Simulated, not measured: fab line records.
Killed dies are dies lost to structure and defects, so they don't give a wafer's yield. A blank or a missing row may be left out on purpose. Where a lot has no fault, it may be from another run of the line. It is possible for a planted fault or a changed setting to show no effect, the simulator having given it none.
Which tool is to blame? | flow sky130 | 15 lots, 45 wafers sampled, at 2 steps of a route of 708

== WHAT THE GAUGES SHOWED, per wafer ==
SKY_METAL4_CD_MEAS_13: the cd target is 300 nm.
lot  | measured     | on       | cdNm (nm)
L172 | day 42 10:26 | cdSem-02 | 297.9 300.4 299.6
L175 | day 42 21:31 | cdSem-02 | 298.5 299.4 298.6
L174 | day 43 11:14 | cdSem-01 | 299.7 301.5 299.6
L176 | day 43 21:37 | cdSem-01 | 301.9 300.5 300.6
L178 | day 44 12:28 | cdSem-01 | 301.1 300.4 301.2
L179 | day 44 17:26 | cdSem-02 | 300.4 300.3 301.7
L180 | day 45 03:41 | cdSem-01 | 298.5 298.6 299.5
L181 | day 45 07:22 | cdSem-01 | 299.7 298.7 300.1
L182 | day 45 08:35 | cdSem-01 | 301.8 299.6 302.2
L183 | day 45 15:27 | cdSem-01 | 302.0 301.8 303.3
L187 | day 46 11:55 | cdSem-02 | 299.9 300.6 299.4
L188 | day 46 14:26 | cdSem-02 | 301.1 301.8 301.7
L190 | day 46 19:08 | cdSem-02 | 298.8 299.8 298.6
L192 | day 47 08:11 | cdSem-01 | 299.6 300.7 298.3
L193 | day 48 00:37 | cdSem-01 | 301.8 303.6 301.2

== WHICH TOOL RAN EACH LOT (tool, then ch and the chambers of the sampled wafers, then the start) ==
lot  | SKY_CAP2M_STRIP_14
L172 | plasmaAsher-04 ch 0,1, day 41 10:08
L175 | plasmaAsher-02 ch 0,1, day 41 22:38
L174 | plasmaAsher-04 ch 0,1, day 42 11:13
L176 | plasmaAsher-03 ch 0,1, day 42 22:13
L178 | plasmaAsher-03 ch 0,1, day 43 13:41
L179 | plasmaAsher-04 ch 0,1, day 43 18:56
L180 | plasmaAsher-02 ch 0,1, day 44 05:28
L181 | plasmaAsher-04 ch 0,1, day 44 08:50
L182 | plasmaAsher-03 ch 0,1, day 44 10:49
L183 | plasmaAsher-04 ch 0,1, day 44 17:05
L187 | plasmaAsher-02 ch 0,1, day 45 13:56
L188 | plasmaAsher-04 ch 0,1, day 45 17:28
L190 | plasmaAsher-04 ch 0,1, day 45 23:19
L192 | plasmaAsher-03 ch 0,1, day 46 11:44
L193 | plasmaAsher-03 ch 1, day 47 04:52
- SKY_CAP2M_STRIP_14: strips in O2/N2.

== WHAT THE TOOLS THEMSELVES READ (means of the sampled wafers that have a number; where no wafer has one, the mark that the record gives instead) ==
SKY_CAP2M_STRIP_14.
lot  | tool           | drypumpMotorCurrentA (A) | oesProductAu (a.u.) | stripTimeToEndpointS (s)
L172 | plasmaAsher-04 | 5.6                      | 0.712               | 12.78
L175 | plasmaAsher-02 | 5.7                      | 0.710               | 12.65
L174 | plasmaAsher-04 | 5.5                      | 0.707               | 12.62
L176 | plasmaAsher-03 | 5.3                      | 0.712               | 12.65
L178 | plasmaAsher-03 | 5.6                      | 0.710               | 12.72
L179 | plasmaAsher-04 | 5.5                      | 0.705               | 12.67
L180 | plasmaAsher-02 | 5.7                      | 0.711               | 12.63
L181 | plasmaAsher-04 | 5.5                      | 0.712               | 12.68
L182 | plasmaAsher-03 | 5.5                      | 0.709               | 12.71
L183 | plasmaAsher-04 | 5.6                      | 0.708               | 12.70
L187 | plasmaAsher-02 | 5.7                      | 0.712               | 12.73
L188 | plasmaAsher-04 | 5.5                      | 0.709               | 12.66
L190 | plasmaAsher-04 | 5.6                      | 0.708               | 12.63
L192 | plasmaAsher-03 | 5.6                      | 0.713               | 12.62
L193 | plasmaAsher-03 | 5.8                      | 0.708               | 12.55

== THE ANSWER, worked out from the rows above alone ==
Rule: what is usual is taken from the lots themselves. Put in order of their means at a reading, lots are off if they are a third of the lots or fewer, leave a main group of 4 or more, and stand apart from it by a gap of 3 or more times the standard deviation of the main group's means; of several such gaps the widest counts. A main group whose means are all the same, to the digits that the tables above print for the reading, isn't used. Also off: a lot with no number at a reading for which 4 or more lots have one. Any other lot the step has rows for is counted as sound. First the gauges in route order, then the tools' own readings, where a lot's mean is used as printed above. At the first step where some lot is off, the reading lying furthest off is the one used; lots without a number count as furthest.
No lot is off at any reading shown: from this, nothing can be told.

== WHAT THE SIMULATOR HAD INSERTED ==
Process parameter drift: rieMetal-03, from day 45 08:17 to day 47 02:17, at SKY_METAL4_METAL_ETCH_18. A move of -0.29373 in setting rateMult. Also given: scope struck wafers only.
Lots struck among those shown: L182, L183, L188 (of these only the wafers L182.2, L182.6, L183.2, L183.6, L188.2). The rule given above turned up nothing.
